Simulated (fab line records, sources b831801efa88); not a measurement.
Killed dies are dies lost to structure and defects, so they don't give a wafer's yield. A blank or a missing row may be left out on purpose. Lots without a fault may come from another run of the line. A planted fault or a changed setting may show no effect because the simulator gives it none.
A struck lot beside a sound one | flow sky130 | 23 steps out of a route of 708
Sound: wafers L921.3, L921.4, L921.6. Struck: wafers L934.1, L934.3, L934.6. The cause comes at the end.
At each step with rows: each side's tool, then ch and its chambers, then its first start. Under that, the readings that differ: sound wafers | struck wafers | difference of the means | sigmas: that difference in standard deviations of wafers without a fault.
alike: readings whose means differ by less than 2 such deviations, and words and numbers that are the same on both sides. not compared: withheld readings, readings that some wafer has no value for, bounds like >300 that may hide the same value, and numbers for which the record gives no deviation and whose values overlap.
The two part at a step that has a row with sigmas, a row that says differs or no value, or rows on one side only. Numbers that don't overlap but have no deviation are shown without sigmas and don't part them. A reading that every wafer of one side lacks parts them only if that side has two wafers or more.

SKY_METAL2_ETCH_18: etches BARC in N2/H2, stops on SiO2, time 45.9 s, target depth 60 nm.
  sound on rie_metal-04 ch 0,1, day 35 02:52; struck on rie_metal-01 ch 0,1, day 39 06:48
  reading                        | sound             | struck            | difference | sigmas
  chamber_pressure_mTorr (mTorr) | 29.98 29.92 29.96 | 30.01 29.99 30.08 | +0.07      | +2
  alike: drypump_motor_current_A, oes_product_au, throttle_valve_pct
  not compared: rf_hours_counter_h
SKY_METAL2_METAL_ETCH_19: etches the open film in Cl2/BCl3, stops on SiO2, target depth 360 nm, time 78 s.
  sound on rie_metal-04 ch 0,1, day 35 02:57; struck on rie_metal-01 ch 0,1, day 39 06:52
  reading               | sound             | struck            | difference | sigmas
  oes_product_au (a.u.) | 0.849 0.846 0.844 | 0.860 0.856 0.862 | +0.013     | +2
  alike: chamber_pressure_mTorr, drypump_motor_current_A, throttle_valve_pct
  not compared: rf_hours_counter_h
SKY_METAL2_STRIP_20: strips in O2/N2.
  sound on plasma_asher-04 ch 0,1, day 35 03:02; struck on plasma_asher-01 ch 0, day 39 06:58
  reading                     | sound       | struck      | difference | sigmas
  drypump_motor_current_A (A) | 5.3 5.4 5.4 | 6.7 6.7 6.7 | +1.3       | +3
  alike: chamber_pressure_mTorr, oes_product_au, strip_time_to_endpoint_s
  not compared: rf_hours_counter_h
then, 4 steps without rows for these wafers: SKY_METAL2_STRIP_21 (strips in post etch residue remover, time 1200 s); SKY_METAL2_CLEAN_22 (cleans in IPA, time 180 s); SKY_METAL2_CLEAN_23 (cleans in O3/DIW); SKY_VIA2_HDPCVD_00 (deposits SiO2, target thk 1180 nm, time 196.7 s).
SKY_VIA2_THK_MEAS_01:
  sound on film_metro-03, day 35 03:47; struck on film_metro-03, day 39 07:41
  alike: VIA2_HDPCVD_THK
SKY_VIA2_CMP_02: polishes SiO2.
  sound on cmp-02 ch 0,2, day 35 03:52; struck on cmp-01 ch 2,3, day 39 07:44
  alike: motor_current_A
SKY_VIA2_BOW_MEAS_03:
  sound on film_metro-02, day 35 04:10; struck on film_metro-02, day 39 08:02
  alike: VIA2_BOW
then, 2 steps without rows for these wafers: SKY_VIA2_DEHYDRATE_04 (time 60 s); SKY_VIA2_HMDS_05 (prime time 60 s).
SKY_VIA2_COAT_06: resist thk 60 nm.
  sound on litho_track-04 ch 0, day 35 16:12; struck on litho_track-02 ch 0, day 39 19:58
  reading              | sound                | struck               | difference | sigmas
  spin_speed_rpm (rpm) | 2995.3 2999.2 3003.3 | 3067.9 3066.7 3063.1 | +66.6      | +32
then, 5 steps without rows for these wafers: SKY_VIA2_COAT_07 (resist thk 450 nm); SKY_VIA2_SOFTBAKE_08 (time 90 s); SKY_VIA2_EXPOSE_09 (exposes mask VIM2, target cd 200 nm); SKY_VIA2_PEB_10; SKY_VIA2_DEVELOP_11 (develop time 60 s).
SKY_VIA2_CD_MEAS_12: target cd 200 nm.
  sound on cd_sem-01, day 36 05:50; struck on cd_sem-02, day 40 08:17
  alike: cd_nm
SKY_VIA2_OVL_MEAS_13:
  sound on overlay-02, day 36 05:55; struck on overlay-02, day 40 08:25
  alike: VIA2_OVL
SKY_VIA2_ETCH_14: etches BARC in N2/H2, stops on SiO2, time 45.9 s, target depth 60 nm.
  sound on rie_diel-01 ch 0,1, day 36 05:57; struck on rie_diel-01 ch 0,1,2, day 40 08:27
  reading                  | sound             | struck            | difference | sigmas
  model.etch.depth_nm (nm) | 60.03 60.06 59.93 | 59.44 59.59 59.47 | -0.51      |
  alike: chamber_pressure_mTorr, drypump_motor_current_A, oes_product_au, throttle_valve_pct
  not compared: rf_hours_counter_h
SKY_VIA2_ETCH_15: etches SiO2 in C4F8/O2/Ar, stops on TiN, target depth 546 nm, time 84 s.
  sound on rie_diel-01 ch 0,1, day 36 05:59; struck on rie_diel-01 ch 0,1,2, day 40 08:29
  alike: chamber_pressure_mTorr, oes_product_au
  not compared: rf_hours_counter_h
-- the record jumps here: 9 days lie between the struck wafers' starts before and after (it left off in module VIA2 and takes up again in module PAD_OPEN, whose first step shown is number 708 of the route) --
SKY_PAD_OPEN_PROBE_99:
  the record has rows for the struck wafers here (prober-01, day 48 21:23) and none for the sound ones

WHERE THEY PART
First at SKY_METAL2_ETCH_18; last, within this record, at SKY_PAD_OPEN_PROBE_99.

WHY: what the simulator had put in
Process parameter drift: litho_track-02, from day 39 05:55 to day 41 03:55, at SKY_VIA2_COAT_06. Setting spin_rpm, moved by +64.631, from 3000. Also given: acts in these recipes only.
